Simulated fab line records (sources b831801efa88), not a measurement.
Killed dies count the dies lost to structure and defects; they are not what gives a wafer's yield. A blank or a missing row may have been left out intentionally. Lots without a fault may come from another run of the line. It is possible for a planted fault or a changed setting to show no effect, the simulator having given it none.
Comparing a struck lot with a sound one :: flow sky130 :: 25 steps out of a route of 708
Sound: the wafers L184.2, L184.3, L184.4. Wafers struck: L187.1, L187.2, L187.4. The cause is named last.
At each step with rows: each side's tool, then ch and its chambers, then its first start. Under that, the readings that differ: sound wafers :: struck wafers :: difference of the means :: sigmas: that difference in standard deviations of wafers without a fault.
alike: same words and numbers on both sides, and readings whose means sit less than 2 such deviations apart. not compared: any withheld reading, any reading some wafer has no value for, any bound like >300 that may hide the same value, and any number with overlapping values for which the record gives no deviation.
A row with sigmas, a row that says differs or no value, or rows on one side alone: a step with any of these is where the two part. When numbers do not overlap yet have no deviation, they are printed without sigmas and do not part them. A reading that every wafer of one side lacks parts them only if that side has two wafers or more.

SKY_LDD_N_STRIP_16: strips in O2/N2.
  sound on plasma asher-02 ch 0,1, day 18 22:31; struck on plasma asher-02 ch 0,1, day 20 02:13
  alike: drypump motor current A, oes product au, strip time to endpoint s
  not compared: rf hours counter h
SKY_LDD_N_TW_MEAS_17:
  sound on film metro-04 at day 18 22:38; struck on film metro-02 at day 20 02:19
  alike: LDD_N_TW
then, 7 steps without rows for these wafers: SKY_LDD_P_DEHYDRATE_00 (time 60 s); SKY_LDD_P_HMDS_01 (prime time 60 s); SKY_LDD_P_COAT_02 (resist thk 1140 nm); SKY_LDD_P_SOFTBAKE_03 (time 60 s); SKY_LDD_P_EXPOSE_04 (exposes mask PSDM, target cd 380 nm); SKY_LDD_P_PEB_05; SKY_LDD_P_DEVELOP_06 (develop time 60 s).
SKY_LDD_P_CD_MEAS_07 targets a cd of 380 nm.
  sound on cd sem-01 at day 20 04:43; struck on cd sem-01 at day 21 08:35
  alike: cd nm
SKY_LDD_P_OVL_MEAS_08:
  sound on overlay-02 at day 20 04:49; struck on overlay-01 at day 21 08:43
reading: LDD_P_OVL (nm)
sound: -1.2 -1.5 -2.5
struck: 1.4 2.2 0.8
difference: +3.2
sigmas: +2
then, 1 step without rows for these wafers: SKY_LDD_P_IMPLANT_09.
SKY_LDD_P_STRIP_10: strips in O2/N2.
  sound on plasma asher-01 ch 0,1, day 20 04:59; struck on plasma asher-03 ch 0,1, day 21 08:53
reading: oes product au (a.u.)
sound: 0.719 0.715 0.715
struck: 0.945 0.948 0.939
difference: +0.228
sigmas: +53

reading: strip time to endpoint s (s)
sound: 14.22 14.21 14.22
struck: - - -
difference: no value on the struck wafers
sigmas: 

reading: model.NOVOLAK_of_LDD_P_COAT_02.thk nm (nm)
sound: 0 0 0
struck: 326.9 327.3 328.3
difference: +327.5
sigmas: 
  alike: drypump motor current A
  not compared: rf hours counter h
SKY_LDD_P_TW_MEAS_11:
  sound on film metro-04 at day 20 05:06; struck on film metro-04 at day 21 08:59
  alike: LDD_P_TW
then, 7 steps without rows for these wafers: SKY_LDD_HVN_DEHYDRATE_00 (time 60 s); SKY_LDD_HVN_HMDS_01 (prime time 60 s); SKY_LDD_HVN_COAT_02 (resist thk 300 nm); SKY_LDD_HVN_SOFTBAKE_03 (time 60 s); SKY_LDD_HVN_EXPOSE_04 (exposes mask HVNTM, target cd 700 nm); SKY_LDD_HVN_PEB_05; SKY_LDD_HVN_DEVELOP_06 (develop time 60 s).
SKY_LDD_HVN_OVL_MEAS_07:
  sound on overlay-01 at day 21 11:53; struck on overlay-01 at day 22 16:17
reading: LDD_HVN_OVL (nm)
sound: 1.5 1.3 -0.7
struck: 3.7 2.8 3.2
difference: +2.5
sigmas: +2
then, 1 step without rows for these wafers: SKY_LDD_HVN_IMPLANT_08.
SKY_LDD_HVN_STRIP_09: strips in O2/N2.
  sound on plasma asher-03 ch 0,1, day 21 12:04; struck on plasma asher-02 ch 0,1, day 22 16:28
reading: oes product au (a.u.)
sound: 0.408 0.412 0.402
struck: 0.623 0.635 0.624
difference: +0.220
sigmas: +48

reading: strip time to endpoint s (s)
sound: 4.150 4.142 4.151
struck: 9.399 9.381 9.403
difference: +5.247
sigmas: +99 or more
  alike: drypump motor current A
  not compared: rf hours counter h
SKY_LDD_HVN_TW_MEAS_10:
  sound on film metro-03 at day 21 12:11; struck on film metro-03 at day 22 16:48
reading: LDD_HVN_TW
sound: 1458 1458 1452
struck: 30 30 30
difference: -1426
sigmas: -99 or more
  not compared: hold

WHERE THEY PART
Earliest at SKY_LDD_P_OVL_MEAS_08; latest, in this record, at SKY_LDD_HVN_TW_MEAS_10.

WHY: what had been put in by the simulator
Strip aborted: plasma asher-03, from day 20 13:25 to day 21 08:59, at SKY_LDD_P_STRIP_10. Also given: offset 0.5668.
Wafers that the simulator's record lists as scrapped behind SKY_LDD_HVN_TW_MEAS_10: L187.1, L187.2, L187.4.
